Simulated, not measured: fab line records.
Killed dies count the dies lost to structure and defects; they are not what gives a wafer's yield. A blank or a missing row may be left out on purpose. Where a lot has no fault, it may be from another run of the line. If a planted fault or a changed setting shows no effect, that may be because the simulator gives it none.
A lot that was struck, set against a sound lot / flow sky130 / 20 out of 708 route steps
Sound: these wafers, L681.3, L681.4, L681.5. The struck wafers were L683.1, L683.3, L683.5. The cause is named last.
For every step that has rows: the tool of each side, followed by ch and its chambers, followed by its first start. Under that, the readings that differ: sound wafers / struck wafers / difference of the means / sigmas: that difference in standard deviations of wafers without a fault.
alike: a reading whose means differ by less than 2 such deviations, as well as words and numbers matching on both sides. not compared: withheld readings; readings where some wafer has no value; bounds like >300 that might hide an equal value; numbers whose values overlap and for which the record gives no deviation.
A row with sigmas, a row that says differs or no value, or rows on one side alone: a step with any of these is where the two part. Numbers that have no deviation but don't overlap get no sigmas and don't part them. A reading that every wafer of one side lacks parts them only if that side has two wafers or more.

first, 3 steps without rows for these wafers: SKY_SD_P_EXPOSE_04 (exposes mask PSDM, target cd 380 nm); SKY_SD_P_PEB_05; SKY_SD_P_DEVELOP_06 (develop time 60 s).
SKY_SD_P_CD_MEAS_07 targets a cd of 380 nm.
  sound: cd-sem-01 at day 26 10:06; struck: cd-sem-01 at day 27 13:20
  alike: cd-nm
SKY_SD_P_OVL_MEAS_08:
  sound: overlay-01 at day 26 10:11; struck: overlay-02 at day 27 13:27
  alike: SD_P_OVL
following that, these wafers have no rows for 1 step: SKY_SD_P_IMPLANT_09.
SKY_SD_P_STRIP_10: strips in O2/N2.
  sound on plasma-asher-04 ch 0,1, day 26 10:24; struck on plasma-asher-04 ch 0,1, day 27 13:38
  alike: drypump-motor-current-A, oes-product-au, strip-time-to-endpoint-s
  not compared: rf-hours-counter-h
SKY_SD_P_TW_MEAS_11:
  sound: film-metro-01 at day 26 10:29; struck: film-metro-01 at day 27 13:44
  alike: SD_P_TW
then, 4 steps without rows for these wafers: SKY_RES_XHIGH_DEHYDRATE_00 (time 60 s); SKY_RES_XHIGH_HMDS_01 (prime time 60 s); SKY_RES_XHIGH_COAT_02 (resist thk 1140 nm); SKY_RES_XHIGH_SOFTBAKE_03 (time 60 s).
SKY_RES_XHIGH_EXPOSE_04: exposes mask URPM, target cd 1270 nm.
  sound on iline-stepper-01 ch 0, day 27 00:23; struck on iline-stepper-01 ch 0, day 28 04:02
reading=mask; sound=URPM#0 URPM#0 URPM#0; struck=LDNTM#0 LDNTM#0 LDNTM#0; difference=differs; sigmas=
  alike: exposure-dose-mJ-cm2, focus-offset-nm
then, 3 steps without rows for these wafers: SKY_RES_XHIGH_PEB_05; SKY_RES_XHIGH_DEVELOP_06 (develop time 60 s); SKY_RES_XHIGH_IMPLANT_07.
SKY_RES_XHIGH_STRIP_08: strips in O2/N2.
  sound on plasma-asher-02 ch 0,1, day 27 15:30; struck on plasma-asher-01 ch 0,1, day 28 19:08
  alike: drypump-motor-current-A, oes-product-au, strip-time-to-endpoint-s
  not compared: rf-hours-counter-h
SKY_RES_XHIGH_TW_MEAS_09:
  sound: film-metro-03 at day 27 15:35; struck: film-metro-01 at day 28 19:14
reading=RES_XHIGH_TW; sound=1662 1662 1658; struck=30 30 30; difference=-1631; sigmas=-99 or more
then, 1 step without rows for these wafers: SKY_SD_N_DEHYDRATE_00 (time 60 s).
-- a jump in the record: the struck wafers' starts before and after are 19 days apart (it breaks off in module SD_N and resumes in module PAD_OPEN, where the first step shown is number 708 of the route) --
SKY_PAD_OPEN_PROBE_99:
  sound: prober-01 at day 46 22:58; struck: prober-02 at day 47 16:40
reading=model.etest.sonos-uncharged.r-on-ohm-um; sound=823.1 822.9 813.2; struck=894.3 872.6 876.8; difference=+61.5; sigmas=
reading=model.etest.tip-sonos.open; sound=0 0 0; struck=1 1 1; difference=+1; sigmas=
reading=model.etest.res-xhigh-po.open; sound=0 0 0; struck=1 1 1; difference=+1; sigmas=

## WHERE THEY PART
First at SKY_RES_XHIGH_EXPOSE_04; last, within this record, at SKY_RES_XHIGH_TW_MEAS_09.

WHY: what the simulator had put in
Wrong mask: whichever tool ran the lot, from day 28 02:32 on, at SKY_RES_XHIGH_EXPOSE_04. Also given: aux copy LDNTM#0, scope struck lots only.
